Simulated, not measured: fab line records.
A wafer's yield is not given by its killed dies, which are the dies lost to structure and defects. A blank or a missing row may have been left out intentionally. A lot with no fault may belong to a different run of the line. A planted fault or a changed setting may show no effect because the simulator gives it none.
fab line records / flow sky130
record: lots: 14 wafers: 42 last-day: 50
route steps=708 shown SONOS_ONO@169 POLY_GATE@235 LDD_P@264 PAD_OPEN@708
lots that met no fault: taken from a fault-free run of the same line
start-h: hours from the record's opening day to when the first of the lot's shown wafers began / wait-h: how many hours have passed since the lot's step before this one / " repeats the value in the row above / L1.1+2: a row that stands for several wafers / - no value, or no start was given / * or withheld: withheld / < > ~ a bound
route shown NAME@n: names a module that has steps shown in the file, with the first one's number in the route / usual: the fault-free wafers' mean and standard deviation / same: alike in all rows / chamber/n: place in a boat / sites: each site's reading / _std_site: how widely they spread, as a standard deviation / _edge_site: the outer-site mean with the inner-site mean subtracted / radius-mm: for every site, how far away it sits from the centre of the wafer / mask NAME#n: copy n / behind: tool/chamber where the wafer was last shaped / hold: why the lot was held/for how many hours/how that ended / device: names the non-switching transistor (n, p or np) / end of line: the tests these same wafers got at the end of their route / a step without rows: its recipe alone / killed: the dies lost at the first sort to structure and to defects; this is not the yield of the wafer / map: shows each die of a wafer: x if killed, . if not, _ if none is there
set.NAME: the run value of the setting; set.NAME@STEP: its run value at that earlier step / model.NAME: the simulator's own value behind a step, which no gauge read
a sample of lots followed through the steps of the route, with each step as a table and each wafer as a row
services: a tool's chamber out of use, with start hour (start-h, from the record's first day; less than 0 if before it), hours out, and reason
== steps ==
step: SKY_SONOS_ONO_THK_MEAS_01
recipe: reads: SiO2_of_SONOS_ONO_OXIDATION_00
usual: SONOS_ONO_OXIDATION_THK: 2.60/0.058
lot.wafer=L434.2 tool=film-metro-01 chamber=- start-h=251.01 wait-h=0.0 SONOS_ONO_OXIDATION_THK[nm]=2.70
lot.wafer=L434.3 tool=film-metro-01 chamber=- start-h=251.01 wait-h=0.0 SONOS_ONO_OXIDATION_THK[nm]=2.59
lot.wafer=L434.4 tool=film-metro-01 chamber=- start-h=251.01 wait-h=0.0 SONOS_ONO_OXIDATION_THK[nm]=2.67
lot.wafer=L435.3 tool=film-metro-03 chamber=- start-h=253.07 wait-h=0.0 SONOS_ONO_OXIDATION_THK[nm]=2.59
lot.wafer=L435.4 tool=film-metro-03 chamber=- start-h=253.07 wait-h=0.0 SONOS_ONO_OXIDATION_THK[nm]=2.61
lot.wafer=L435.5 tool=film-metro-03 chamber=- start-h=253.07 wait-h=0.0 SONOS_ONO_OXIDATION_THK[nm]=2.53
lot.wafer=L436.1 tool=film-metro-01 chamber=- start-h=264.51 wait-h=0.0 SONOS_ONO_OXIDATION_THK[nm]=2.55
lot.wafer=L436.2 tool=film-metro-01 chamber=- start-h=264.51 wait-h=0.0 SONOS_ONO_OXIDATION_THK[nm]=2.61
lot.wafer=L436.6 tool=film-metro-01 chamber=- start-h=264.51 wait-h=0.0 SONOS_ONO_OXIDATION_THK[nm]=2.51
lot.wafer=L437.1 tool=film-metro-03 chamber=- start-h=268.06 wait-h=0.0 SONOS_ONO_OXIDATION_THK[nm]=2.60
lot.wafer=L437.5 tool=film-metro-03 chamber=- start-h=268.06 wait-h=0.0 SONOS_ONO_OXIDATION_THK[nm]=2.65
lot.wafer=L437.6 tool=film-metro-03 chamber=- start-h=268.06 wait-h=0.0 SONOS_ONO_OXIDATION_THK[nm]=2.64
lot.wafer=L439.2 tool=film-metro-03 chamber=- start-h=316.03 wait-h=0.0 SONOS_ONO_OXIDATION_THK[nm]=2.56
lot.wafer=L439.5 tool=film-metro-03 chamber=- start-h=316.03 wait-h=0.0 SONOS_ONO_OXIDATION_THK[nm]=2.63
lot.wafer=L439.6 tool=film-metro-03 chamber=- start-h=316.03 wait-h=0.0 SONOS_ONO_OXIDATION_THK[nm]=2.58
lot.wafer=L444.1 tool=film-metro-01 chamber=- start-h=330.67 wait-h=0.0 SONOS_ONO_OXIDATION_THK[nm]=2.78
lot.wafer=L444.3 tool=film-metro-01 chamber=- start-h=330.67 wait-h=0.0 SONOS_ONO_OXIDATION_THK[nm]=2.68
lot.wafer=L444.6 tool=film-metro-01 chamber=- start-h=330.67 wait-h=0.0 SONOS_ONO_OXIDATION_THK[nm]=2.73
lot.wafer=L443.1 tool=film-metro-01 chamber=- start-h=333.53 wait-h=0.0 SONOS_ONO_OXIDATION_THK[nm]=2.72
lot.wafer=L443.3 tool=film-metro-01 chamber=- start-h=333.53 wait-h=0.0 SONOS_ONO_OXIDATION_THK[nm]=2.62
lot.wafer=L443.6 tool=film-metro-01 chamber=- start-h=333.53 wait-h=0.0 SONOS_ONO_OXIDATION_THK[nm]=2.68
lot.wafer=L448.1 tool=film-metro-04 chamber=- start-h=372.98 wait-h=0.0 SONOS_ONO_OXIDATION_THK[nm]=2.57
lot.wafer=L448.4 tool=film-metro-04 chamber=- start-h=372.98 wait-h=0.0 SONOS_ONO_OXIDATION_THK[nm]=2.62
lot.wafer=L448.5 tool=film-metro-04 chamber=- start-h=372.98 wait-h=0.0 SONOS_ONO_OXIDATION_THK[nm]=2.57
lot.wafer=L449.2 tool=film-metro-01 chamber=- start-h=390.70 wait-h=0.0 SONOS_ONO_OXIDATION_THK[nm]=2.62
lot.wafer=L449.5 tool=film-metro-01 chamber=- start-h=390.70 wait-h=0.0 SONOS_ONO_OXIDATION_THK[nm]=2.54
lot.wafer=L449.6 tool=film-metro-01 chamber=- start-h=390.70 wait-h=0.0 SONOS_ONO_OXIDATION_THK[nm]=2.52
lot.wafer=L451.1 tool=film-metro-01 chamber=- start-h=406.96 wait-h=0.0 SONOS_ONO_OXIDATION_THK[nm]=2.60
lot.wafer=L451.3 tool=film-metro-01 chamber=- start-h=406.96 wait-h=0.0 SONOS_ONO_OXIDATION_THK[nm]=2.57
lot.wafer=L451.5 tool=film-metro-01 chamber=- start-h=406.96 wait-h=0.0 SONOS_ONO_OXIDATION_THK[nm]=2.62
lot.wafer=L453.2 tool=film-metro-03 chamber=- start-h=426.16 wait-h=0.0 SONOS_ONO_OXIDATION_THK[nm]=2.54
lot.wafer=L453.3 tool=film-metro-03 chamber=- start-h=426.16 wait-h=0.0 SONOS_ONO_OXIDATION_THK[nm]=2.59
lot.wafer=L453.4 tool=film-metro-03 chamber=- start-h=426.16 wait-h=0.0 SONOS_ONO_OXIDATION_THK[nm]=2.57
lot.wafer=L454.1 tool=film-metro-01 chamber=- start-h=434.49 wait-h=0.0 SONOS_ONO_OXIDATION_THK[nm]=2.60
lot.wafer=L454.4 tool=film-metro-01 chamber=- start-h=434.49 wait-h=0.0 SONOS_ONO_OXIDATION_THK[nm]=2.67
lot.wafer=L454.5 tool=film-metro-01 chamber=- start-h=434.49 wait-h=0.0 SONOS_ONO_OXIDATION_THK[nm]=2.48
lot.wafer=L455.3 tool=film-metro-04 chamber=- start-h=438.86 wait-h=0.0 SONOS_ONO_OXIDATION_THK[nm]=2.56
lot.wafer=L455.4 tool=film-metro-04 chamber=- start-h=438.86 wait-h=0.0 SONOS_ONO_OXIDATION_THK[nm]=2.57
lot.wafer=L455.5 tool=film-metro-04 chamber=- start-h=438.86 wait-h=0.0 SONOS_ONO_OXIDATION_THK[nm]=2.61
lot.wafer=L457.1 tool=film-metro-01 chamber=- start-h=444.17 wait-h=0.0 SONOS_ONO_OXIDATION_THK[nm]=2.59
lot.wafer=L457.2 tool=film-metro-01 chamber=- start-h=444.17 wait-h=0.0 SONOS_ONO_OXIDATION_THK[nm]=2.59
lot.wafer=L457.3 tool=film-metro-01 chamber=- start-h=444.17 wait-h=0.0 SONOS_ONO_OXIDATION_THK[nm]=2.58
step: SKY_SONOS_ONO_OVL_MEAS_14
usual: SONOS_ONO_OVL: -0.6/1.3
lot.wafer=L434.2 tool=overlay-02 chamber=- start-h=278.89 wait-h=0.1 SONOS_ONO_OVL[nm]=1.4
lot.wafer=L434.3 tool=overlay-02 chamber=- start-h=278.89 wait-h=0.1 SONOS_ONO_OVL[nm]=1.5
lot.wafer=L434.4 tool=overlay-02 chamber=- start-h=278.89 wait-h=0.1 SONOS_ONO_OVL[nm]=1.7
lot.wafer=L435.3 tool=overlay-01 chamber=- start-h=282.84 wait-h=0.1 SONOS_ONO_OVL[nm]=0.8
lot.wafer=L435.4 tool=overlay-01 chamber=- start-h=282.84 wait-h=0.1 SONOS_ONO_OVL[nm]=-1.0
lot.wafer=L435.5 tool=overlay-01 chamber=- start-h=282.84 wait-h=0.1 SONOS_ONO_OVL[nm]=-0.4
lot.wafer=L436.1 tool=overlay-02 chamber=- start-h=292.72 wait-h=0.1 SONOS_ONO_OVL[nm]=-1.4
lot.wafer=L436.2 tool=overlay-02 chamber=- start-h=292.72 wait-h=0.1 SONOS_ONO_OVL[nm]=-2.8
lot.wafer=L436.6 tool=overlay-02 chamber=- start-h=292.72 wait-h=0.1 SONOS_ONO_OVL[nm]=-1.1
lot.wafer=L437.1 tool=overlay-02 chamber=- start-h=296.83 wait-h=0.1 SONOS_ONO_OVL[nm]=-0.5
lot.wafer=L437.5 tool=overlay-02 chamber=- start-h=296.83 wait-h=0.1 SONOS_ONO_OVL[nm]=-1.4
lot.wafer=L437.6 tool=overlay-02 chamber=- start-h=296.83 wait-h=0.1 SONOS_ONO_OVL[nm]=-0.8
lot.wafer=L439.2 tool=overlay-01 chamber=- start-h=344.74 wait-h=0.1 SONOS_ONO_OVL[nm]=-0.8
lot.wafer=L439.5 tool=overlay-01 chamber=- start-h=344.74 wait-h=0.1 SONOS_ONO_OVL[nm]=0.6
lot.wafer=L439.6 tool=overlay-01 chamber=- start-h=344.74 wait-h=0.1 SONOS_ONO_OVL[nm]=0.8
lot.wafer=L444.1 tool=overlay-02 chamber=- start-h=359.88 wait-h=0.1 SONOS_ONO_OVL[nm]=-1.2
lot.wafer=L444.3 tool=overlay-02 chamber=- start-h=359.88 wait-h=0.1 SONOS_ONO_OVL[nm]=-1.0
lot.wafer=L444.6 tool=overlay-02 chamber=- start-h=359.88 wait-h=0.1 SONOS_ONO_OVL[nm]=0.5
lot.wafer=L443.1 tool=overlay-02 chamber=- start-h=364.13 wait-h=0.1 SONOS_ONO_OVL[nm]=-1.2
lot.wafer=L443.3 tool=overlay-02 chamber=- start-h=364.13 wait-h=0.1 SONOS_ONO_OVL[nm]=-1.6
lot.wafer=L443.6 tool=overlay-02 chamber=- start-h=364.13 wait-h=0.1 SONOS_ONO_OVL[nm]=-1.9
lot.wafer=L448.1 tool=overlay-02 chamber=- start-h=405.43 wait-h=0.1 SONOS_ONO_OVL[nm]=0.3
lot.wafer=L448.4 tool=overlay-02 chamber=- start-h=405.43 wait-h=0.1 SONOS_ONO_OVL[nm]=-0.5
lot.wafer=L448.5 tool=overlay-02 chamber=- start-h=405.43 wait-h=0.1 SONOS_ONO_OVL[nm]=3.0
lot.wafer=L449.2 tool=overlay-02 chamber=- start-h=422.02 wait-h=0.1 SONOS_ONO_OVL[nm]=1.8
lot.wafer=L449.5 tool=overlay-02 chamber=- start-h=422.02 wait-h=0.1 SONOS_ONO_OVL[nm]=1.9
lot.wafer=L449.6 tool=overlay-02 chamber=- start-h=422.02 wait-h=0.1 SONOS_ONO_OVL[nm]=2.3
lot.wafer=L451.1 tool=overlay-01 chamber=- start-h=439.48 wait-h=0.1 SONOS_ONO_OVL[nm]=-1.2
lot.wafer=L451.3 tool=overlay-01 chamber=- start-h=439.48 wait-h=0.1 SONOS_ONO_OVL[nm]=-2.1
lot.wafer=L451.5 tool=overlay-01 chamber=- start-h=439.48 wait-h=0.1 SONOS_ONO_OVL[nm]=-0.5
lot.wafer=L453.2 tool=overlay-02 chamber=- start-h=458.62 wait-h=0.1 SONOS_ONO_OVL[nm]=-0.2
lot.wafer=L453.3 tool=overlay-02 chamber=- start-h=458.62 wait-h=0.1 SONOS_ONO_OVL[nm]=-1.0
lot.wafer=L453.4 tool=overlay-02 chamber=- start-h=458.62 wait-h=0.1 SONOS_ONO_OVL[nm]=0.1
lot.wafer=L454.1 tool=overlay-01 chamber=- start-h=467.28 wait-h=0.1 SONOS_ONO_OVL[nm]=-2.4
lot.wafer=L454.4 tool=overlay-01 chamber=- start-h=467.28 wait-h=0.1 SONOS_ONO_OVL[nm]=-0.8
lot.wafer=L454.5 tool=overlay-01 chamber=- start-h=467.28 wait-h=0.1 SONOS_ONO_OVL[nm]=0.1
lot.wafer=L455.3 tool=overlay-01 chamber=- start-h=471.49 wait-h=0.1 SONOS_ONO_OVL[nm]=-1.2
lot.wafer=L455.4 tool=overlay-01 chamber=- start-h=471.49 wait-h=0.1 SONOS_ONO_OVL[nm]=-2.0
lot.wafer=L455.5 tool=overlay-01 chamber=- start-h=471.49 wait-h=0.1 SONOS_ONO_OVL[nm]=-1.5
lot.wafer=L457.1 tool=overlay-01 chamber=- start-h=477.23 wait-h=0.1 SONOS_ONO_OVL[nm]=-0.4
lot.wafer=L457.2 tool=overlay-01 chamber=- start-h=477.23 wait-h=0.1 SONOS_ONO_OVL[nm]=-1.0
lot.wafer=L457.3 tool=overlay-01 chamber=- start-h=477.23 wait-h=0.1 SONOS_ONO_OVL[nm]=-1.0
step: SKY_POLY_GATE_THK_MEAS_21
recipe: reads: SiO2_of_POLY_GATE_OXIDATION_20
usual: POLY_GATE_OXIDATION_THK: 4.00/0.075
lot.wafer=L434.2 tool=film-metro-04 chamber=- start-h=369.83 wait-h=0.0 POLY_GATE_OXIDATION_THK[nm]=4.01
lot.wafer=L434.3 tool=film-metro-04 chamber=- start-h=369.83 wait-h=0.0 POLY_GATE_OXIDATION_THK[nm]=4.07
lot.wafer=L434.4 tool=film-metro-04 chamber=- start-h=369.83 wait-h=0.0 POLY_GATE_OXIDATION_THK[nm]=3.98
lot.wafer=L435.3 tool=film-metro-02 chamber=- start-h=375.93 wait-h=0.0 POLY_GATE_OXIDATION_THK[nm]=4.02
lot.wafer=L435.4 tool=film-metro-02 chamber=- start-h=375.93 wait-h=0.0 POLY_GATE_OXIDATION_THK[nm]=4.10
lot.wafer=L435.5 tool=film-metro-02 chamber=- start-h=375.93 wait-h=0.0 POLY_GATE_OXIDATION_THK[nm]=3.95
lot.wafer=L436.1 tool=film-metro-04 chamber=- start-h=385.17 wait-h=0.0 POLY_GATE_OXIDATION_THK[nm]=3.94
lot.wafer=L436.2 tool=film-metro-04 chamber=- start-h=385.17 wait-h=0.0 POLY_GATE_OXIDATION_THK[nm]=3.95
lot.wafer=L436.6 tool=film-metro-04 chamber=- start-h=385.17 wait-h=0.0 POLY_GATE_OXIDATION_THK[nm]=4.04
lot.wafer=L437.1 tool=film-metro-03 chamber=- start-h=388.73 wait-h=0.0 POLY_GATE_OXIDATION_THK[nm]=3.94
lot.wafer=L437.5 tool=film-metro-03 chamber=- start-h=388.73 wait-h=0.0 POLY_GATE_OXIDATION_THK[nm]=4.09
lot.wafer=L437.6 tool=film-metro-03 chamber=- start-h=388.73 wait-h=0.0 POLY_GATE_OXIDATION_THK[nm]=4.01
lot.wafer=L439.2 tool=film-metro-03 chamber=- start-h=449.63 wait-h=0.0 POLY_GATE_OXIDATION_THK[nm]=4.10
lot.wafer=L439.5 tool=film-metro-03 chamber=- start-h=449.63 wait-h=0.0 POLY_GATE_OXIDATION_THK[nm]=4.14
lot.wafer=L439.6 tool=film-metro-03 chamber=- start-h=449.63 wait-h=0.0 POLY_GATE_OXIDATION_THK[nm]=4.15
lot.wafer=L443.1 tool=film-metro-03 chamber=- start-h=462.24 wait-h=0.0 POLY_GATE_OXIDATION_THK[nm]=3.99
lot.wafer=L443.3 tool=film-metro-03 chamber=- start-h=462.24 wait-h=0.0 POLY_GATE_OXIDATION_THK[nm]=3.89
lot.wafer=L443.6 tool=film-metro-03 chamber=- start-h=462.24 wait-h=0.0 POLY_GATE_OXIDATION_THK[nm]=4.09
lot.wafer=L444.1 tool=film-metro-02 chamber=- start-h=462.24 wait-h=0.0 POLY_GATE_OXIDATION_THK[nm]=4.22
lot.wafer=L444.3 tool=film-metro-02 chamber=- start-h=462.24 wait-h=0.0 POLY_GATE_OXIDATION_THK[nm]=4.07
lot.wafer=L444.6 tool=film-metro-02 chamber=- start-h=462.24 wait-h=0.0 POLY_GATE_OXIDATION_THK[nm]=4.24
lot.wafer=L448.1 tool=film-metro-04 chamber=- start-h=509.30 wait-h=0.0 POLY_GATE_OXIDATION_THK[nm]=3.97
lot.wafer=L448.4 tool=film-metro-04 chamber=- start-h=509.30 wait-h=0.0 POLY_GATE_OXIDATION_THK[nm]=3.97
lot.wafer=L448.5 tool=film-metro-04 chamber=- start-h=509.30 wait-h=0.0 POLY_GATE_OXIDATION_THK[nm]=4.04
lot.wafer=L449.2 tool=film-metro-02 chamber=- start-h=531.97 wait-h=0.0 POLY_GATE_OXIDATION_THK[nm]=4.04
lot.wafer=L449.5 tool=film-metro-02 chamber=- start-h=531.97 wait-h=0.0 POLY_GATE_OXIDATION_THK[nm]=3.97
lot.wafer=L449.6 tool=film-metro-02 chamber=- start-h=531.97 wait-h=0.0 POLY_GATE_OXIDATION_THK[nm]=3.99
lot.wafer=L451.1 tool=film-metro-03 chamber=- start-h=544.92 wait-h=0.0 POLY_GATE_OXIDATION_THK[nm]=3.84
lot.wafer=L451.3 tool=film-metro-03 chamber=- start-h=544.92 wait-h=0.0 POLY_GATE_OXIDATION_THK[nm]=3.93
lot.wafer=L451.5 tool=film-metro-03 chamber=- start-h=544.92 wait-h=0.0 POLY_GATE_OXIDATION_THK[nm]=3.89
lot.wafer=L453.2 tool=film-metro-02 chamber=- start-h=559.96 wait-h=0.0 POLY_GATE_OXIDATION_THK[nm]=4.00
lot.wafer=L453.3 tool=film-metro-02 chamber=- start-h=559.96 wait-h=0.0 POLY_GATE_OXIDATION_THK[nm]=3.96
lot.wafer=L453.4 tool=film-metro-02 chamber=- start-h=559.96 wait-h=0.0 POLY_GATE_OXIDATION_THK[nm]=3.99
lot.wafer=L454.1 tool=film-metro-02 chamber=- start-h=571.21 wait-h=0.0 POLY_GATE_OXIDATION_THK[nm]=3.98
lot.wafer=L454.4 tool=film-metro-02 chamber=- start-h=571.21 wait-h=0.0 POLY_GATE_OXIDATION_THK[nm]=3.92
lot.wafer=L454.5 tool=film-metro-02 chamber=- start-h=571.21 wait-h=0.0 POLY_GATE_OXIDATION_THK[nm]=4.03
lot.wafer=L455.3 tool=film-metro-03 chamber=- start-h=574.77 wait-h=0.0 POLY_GATE_OXIDATION_THK[nm]=4.07
lot.wafer=L455.4 tool=film-metro-03 chamber=- start-h=574.77 wait-h=0.0 POLY_GATE_OXIDATION_THK[nm]=4.13
lot.wafer=L455.5 tool=film-metro-03 chamber=- start-h=574.77 wait-h=0.0 POLY_GATE_OXIDATION_THK[nm]=4.11
lot.wafer=L457.1 tool=film-metro-03 chamber=- start-h=586.80 wait-h=0.0 POLY_GATE_OXIDATION_THK[nm]=4.11
lot.wafer=L457.2 tool=film-metro-03 chamber=- start-h=586.80 wait-h=0.0 POLY_GATE_OXIDATION_THK[nm]=4.09
lot.wafer=L457.3 tool=film-metro-03 chamber=- start-h=586.80 wait-h=0.0 POLY_GATE_OXIDATION_THK[nm]=4.01
step: SKY_LDD_P_IMPLANT_09
recipe: species: BF2 energy-kev: 25 dose-cm2: 1.019e+13 tilt-deg: withheld
lot.wafer=L434.2+3+4 tool=implanter-02 chamber=0 start-h=429.24 wait-h=0.0
lot.wafer=L435.3+4+5 tool=implanter-02 chamber=0 start-h=436.66 wait-h=0.1
lot.wafer=L436.1+2+6 tool=implanter-01 chamber=0 start-h=446.43 wait-h=0.0
lot.wafer=L437.1+5+6 tool=implanter-02 chamber=0 start-h=450.04 wait-h=0.0
lot.wafer=L439.2+5+6 tool=implanter-03 chamber=0 start-h=510.15 wait-h=0.0
lot.wafer=L444.1+3+6 tool=implanter-03 chamber=0 start-h=521.90 wait-h=0.0
lot.wafer=L443.1+3+6 tool=implanter-02 chamber=0 start-h=522.46 wait-h=0.0
lot.wafer=L448.1+4+5 tool=implanter-02 chamber=0 start-h=571.58 wait-h=0.0
lot.wafer=L449.2+5+6 tool=implanter-02 chamber=0 start-h=594.36 wait-h=0.0
lot.wafer=L451.1+3+5 tool=implanter-01 chamber=0 start-h=606.85 wait-h=0.0
lot.wafer=L453.2+3+4 tool=implanter-03 chamber=0 start-h=620.75 wait-h=0.0
lot.wafer=L454.1+4+5 tool=implanter-03 chamber=0 start-h=630.10 wait-h=0.0
lot.wafer=L455.3+4+5 tool=implanter-03 chamber=0 start-h=634.01 wait-h=0.1
lot.wafer=L457.1+2+3 tool=implanter-02 chamber=0 start-h=646.26 wait-h=0.0
step: SKY_LDD_P_TW_MEAS_11
usual: LDD_P_TW: 638/3.5
lot.wafer=L434.2 tool=film-metro-02 chamber=- start-h=429.47 wait-h=0.1 LDD_P_TW=637
lot.wafer=L434.3 tool=film-metro-02 chamber=- start-h=429.47 wait-h=0.1 LDD_P_TW=638
lot.wafer=L434.4 tool=film-metro-02 chamber=- start-h=429.47 wait-h=0.1 LDD_P_TW=637
lot.wafer=L435.3 tool=film-metro-01 chamber=- start-h=436.88 wait-h=0.1 LDD_P_TW=637
lot.wafer=L435.4 tool=film-metro-01 chamber=- start-h=436.88 wait-h=0.1 LDD_P_TW=634
lot.wafer=L435.5 tool=film-metro-01 chamber=- start-h=436.88 wait-h=0.1 LDD_P_TW=638
lot.wafer=L436.1 tool=film-metro-03 chamber=- start-h=446.68 wait-h=0.1 LDD_P_TW=640
lot.wafer=L436.2 tool=film-metro-03 chamber=- start-h=446.68 wait-h=0.1 LDD_P_TW=643
lot.wafer=L436.6 tool=film-metro-03 chamber=- start-h=446.68 wait-h=0.1 LDD_P_TW=641
lot.wafer=L437.1 tool=film-metro-03 chamber=- start-h=450.29 wait-h=0.1 LDD_P_TW=640
lot.wafer=L437.5 tool=film-metro-03 chamber=- start-h=450.29 wait-h=0.1 LDD_P_TW=641
lot.wafer=L437.6 tool=film-metro-03 chamber=- start-h=450.29 wait-h=0.1 LDD_P_TW=637
lot.wafer=L439.2 tool=film-metro-01 chamber=- start-h=510.39 wait-h=0.1 LDD_P_TW=638
lot.wafer=L439.5 tool=film-metro-01 chamber=- start-h=510.39 wait-h=0.1 LDD_P_TW=636
lot.wafer=L439.6 tool=film-metro-01 chamber=- start-h=510.39 wait-h=0.1 LDD_P_TW=639
lot.wafer=L444.1 tool=film-metro-02 chamber=- start-h=522.15 wait-h=0.1 LDD_P_TW=637
lot.wafer=L444.3 tool=film-metro-02 chamber=- start-h=522.15 wait-h=0.1 LDD_P_TW=641
lot.wafer=L444.6 tool=film-metro-02 chamber=- start-h=522.15 wait-h=0.1 LDD_P_TW=641
lot.wafer=L443.1 tool=film-metro-03 chamber=- start-h=522.71 wait-h=0.1 LDD_P_TW=636
lot.wafer=L443.3 tool=film-metro-03 chamber=- start-h=522.71 wait-h=0.1 LDD_P_TW=634
lot.wafer=L443.6 tool=film-metro-03 chamber=- start-h=522.71 wait-h=0.1 LDD_P_TW=637
lot.wafer=L448.1 tool=film-metro-02 chamber=- start-h=571.83 wait-h=0.1 LDD_P_TW=619
lot.wafer=L448.4 tool=film-metro-02 chamber=- start-h=571.83 wait-h=0.1 LDD_P_TW=614
lot.wafer=L448.5 tool=film-metro-02 chamber=- start-h=571.83 wait-h=0.1 LDD_P_TW=613
lot.wafer=L449.2 tool=film-metro-03 chamber=- start-h=594.60 wait-h=0.1 LDD_P_TW=610
lot.wafer=L449.5 tool=film-metro-03 chamber=- start-h=594.60 wait-h=0.1 LDD_P_TW=605
lot.wafer=L449.6 tool=film-metro-03 chamber=- start-h=594.60 wait-h=0.1 LDD_P_TW=607
lot.wafer=L451.1 tool=film-metro-03 chamber=- start-h=607.10 wait-h=0.1 LDD_P_TW=641
lot.wafer=L451.3 tool=film-metro-03 chamber=- start-h=607.10 wait-h=0.1 LDD_P_TW=636
lot.wafer=L451.5 tool=film-metro-03 chamber=- start-h=607.10 wait-h=0.1 LDD_P_TW=636
lot.wafer=L453.2 tool=film-metro-02 chamber=- start-h=620.99 wait-h=0.1 LDD_P_TW=644
lot.wafer=L453.3 tool=film-metro-02 chamber=- start-h=620.99 wait-h=0.1 LDD_P_TW=642
lot.wafer=L453.4 tool=film-metro-02 chamber=- start-h=620.99 wait-h=0.1 LDD_P_TW=644
lot.wafer=L454.1 tool=film-metro-01 chamber=- start-h=630.35 wait-h=0.1 LDD_P_TW=636
lot.wafer=L454.4 tool=film-metro-01 chamber=- start-h=630.35 wait-h=0.1 LDD_P_TW=636
lot.wafer=L454.5 tool=film-metro-01 chamber=- start-h=630.35 wait-h=0.1 LDD_P_TW=637
lot.wafer=L455.3 tool=film-metro-03 chamber=- start-h=634.23 wait-h=0.1 LDD_P_TW=635
lot.wafer=L455.4 tool=film-metro-03 chamber=- start-h=634.23 wait-h=0.1 LDD_P_TW=632
lot.wafer=L455.5 tool=film-metro-03 chamber=- start-h=634.23 wait-h=0.1 LDD_P_TW=633
lot.wafer=L457.1 tool=film-metro-02 chamber=- start-h=646.51 wait-h=0.1 LDD_P_TW=641
lot.wafer=L457.2 tool=film-metro-02 chamber=- start-h=646.51 wait-h=0.1 LDD_P_TW=637
lot.wafer=L457.3 tool=film-metro-02 chamber=- start-h=646.51 wait-h=0.1 LDD_P_TW=636
step: SKY_PAD_OPEN_PROBE_99
usual: killed_at_M0_to_M3: 44/7.2 killed_at_M4_up: 3.0/1.8 killed-at-contacts: 24/5.4 killed-at-front-end: 14/4.4 killed-at-other: 0.4/0.64 killed-dies: 86/9.4 killed-open: 47/7.7 killed-short: 39/5.8
same: gross-dies: 492 killed-at-back-side: 0
lot.wafer=L449.2 tool=prober-01 chamber=- start-h=1172.22 wait-h=0.1 killed_at_M0_to_M3=40 killed_at_M4_up=3 killed-at-contacts=25 killed-at-front-end=9 killed-at-other=0 killed-dies=77 killed-open=40 killed-short=37
lot.wafer=L449.5 tool=prober-01 chamber=- start-h=1172.37 wait-h=0.2 killed_at_M0_to_M3=39 killed_at_M4_up=0 killed-at-contacts=22 killed-at-front-end=15 killed-at-other=0 killed-dies=76 killed-open=46 killed-short=30
lot.wafer=L449.6 tool=prober-01 chamber=- start-h=1172.42 wait-h=0.2 killed_at_M0_to_M3=52 killed_at_M4_up=3 killed-at-contacts=24 killed-at-front-end=11 killed-at-other=0 killed-dies=90 killed-open=42 killed-short=48
killed by level:class
L449.2 VIA1:geometric-particle:open=9 LI_CONTACT:geometric-particle:open=9 METAL2:geometric-particle:short=7 CONTACT:geometric-particle:open=7 VIA1:geometric-particle:short=5 LOCAL_INTERCONNECT:geometric-particle:short=4 VIA2:geometric-particle:open=4 METAL3:geometric-particle:short=4
L449.5 CONTACT:geometric-particle:open=11 METAL1:geometric-particle:short=8 VIA2:geometric-particle:open=7 VIA1:geometric-particle:open=7 VIA3:geometric-particle:open=5 FIELD_ISO:geometric-particle:short=4 LI_CONTACT:geometric-particle:open=4 CONTACT:geometric-particle:short=4
L449.6 METAL2:geometric-particle:short=10 CONTACT:geometric-particle:open=9 VIA3:geometric-particle:open=7 CONTACT:geometric-particle:short=7 METAL1:geometric-particle:short=6 VIA1:geometric-particle:short=6 VIA1:geometric-particle:open=6 VIA2:geometric-particle:open=6
== services ==
tool=implanter-02 chamber=- start-h=406.21 hours=10.9 kind=pm
tool=implanter-03 chamber=- start-h=407.28 hours=0.8 kind=repair
tool=implanter-01 chamber=- start-h=426.11 hours=3.5 kind=repair
tool=implanter-03 chamber=- start-h=433.33 hours=6.9 kind=repair
tool=implanter-03 chamber=- start-h=469.23 hours=0.6 kind=repair
tool=implanter-03 chamber=- start-h=525.74 hours=0.8 kind=repair
tool=implanter-02 chamber=- start-h=561.16 hours=2.3 kind=repair
tool=implanter-03 chamber=- start-h=587.21 hours=2.6 kind=repair
tool=implanter-02 chamber=- start-h=593.20 hours=0.7 kind=repair
tool=implanter-02 chamber=- start-h=603.17 hours=1.2 kind=repair
tool=implanter-02 chamber=- start-h=633.39 hours=2.6 kind=pm
tool=implanter-03 chamber=- start-h=640.39 hours=2.4 kind=repair
== key ==
first-sign: step: SKY_LDD_P_TW_MEAS_11 reading: LDD_P_TW direction: down sigmas: 7.5 usual: 638 struck: 611
effect none on later readings
met-at SKY_LDD_P_IMPLANT_09
struck-lots L448,L449
tester-left-out L448,L449
not-acting-at SKY_SONOS_ONO_THK_MEAS_01,SKY_SONOS_ONO_OVL_MEAS_14,SKY_POLY_GATE_THK_MEAS_21
onset-between 522.46 571.58
fault: kind: process-parameter-drift tool: implanter-02 chamber: - onset-h: 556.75 steps: SKY_LDD_P_IMPLANT_09 channel: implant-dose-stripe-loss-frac offset: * shape: step end-h: 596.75
tester-left-out: of these lots the tester's yield and bins aren't shown, on N5 and GAA mostly nor the transistor test; their killed dies are dies lost to structure and defects alone, not to doping, threshold or leakage, so they don't give the yield
